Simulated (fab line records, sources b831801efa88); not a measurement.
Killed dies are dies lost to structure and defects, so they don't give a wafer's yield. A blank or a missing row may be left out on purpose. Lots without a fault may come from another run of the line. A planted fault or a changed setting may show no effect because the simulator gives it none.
Which tool did it? | flow sky130 | 12 lots, 36 wafers sampled, at 1 step of a route of 708

WHAT THE GAUGES READ, wafer by wafer
SKY_VIA3_BOW_MEAS_03. Usual: VIA3_BOW 80 um, standard deviation 7.3.
lot  | measured     | on            | VIA3_BOW (um) | flag
L149 | day 39 02:35 | film_metro-01 | 76 72 87      |
L150 | day 40 00:08 | film_metro-01 | 76 78 82      |
L151 | day 40 02:06 | film_metro-04 | 92 97 92      |
L158 | day 41 21:55 | film_metro-02 | 84 80 83      |
L161 | day 42 15:41 | film_metro-01 | 84 77 90      |
L164 | day 43 17:04 | film_metro-01 | 92 93 84      |
L165 | day 44 04:28 | film_metro-02 | 71 75 74      |
L166 | day 44 09:34 | film_metro-02 | 73 67 77      |
L167 | day 44 13:57 | film_metro-01 | 70 79 69      |
L168 | day 44 18:17 | film_metro-02 | 80 90 79      |
L169 | day 45 01:59 | film_metro-04 | 82 61 75      |
L170 | day 45 05:07 | film_metro-02 | 70 80 80      |

WHICH TOOL RAN EACH LOT (tool, then ch and the chambers of the sampled wafers, then the start)
The record holds no process step before these readings.

WHAT THE TOOLS THEMSELVES READ (means of the sampled wafers that have a number; where no wafer has one, the mark that the record gives instead)
The record holds no such reading with a usual standard deviation.

THE ANSWER, worked out from the rows above alone
Rule: a lot is off if the mean of its wafers that have a number lies more than 3 standard deviations from the usual mean. A lot without any number at a reading at which 4 lots or more have one is off too. The other lots that the step has rows for count as sound. The gauges are gone through in route order, then the tools' own readings, and for those a lot's mean is taken as printed above. The first step at which some lot is off is used, and at that step the reading that is off furthest; a lot without a number counts as furthest.
No lot is off at any reading shown: from this, nothing can be told.

WHAT THE SIMULATOR HAD PUT IN
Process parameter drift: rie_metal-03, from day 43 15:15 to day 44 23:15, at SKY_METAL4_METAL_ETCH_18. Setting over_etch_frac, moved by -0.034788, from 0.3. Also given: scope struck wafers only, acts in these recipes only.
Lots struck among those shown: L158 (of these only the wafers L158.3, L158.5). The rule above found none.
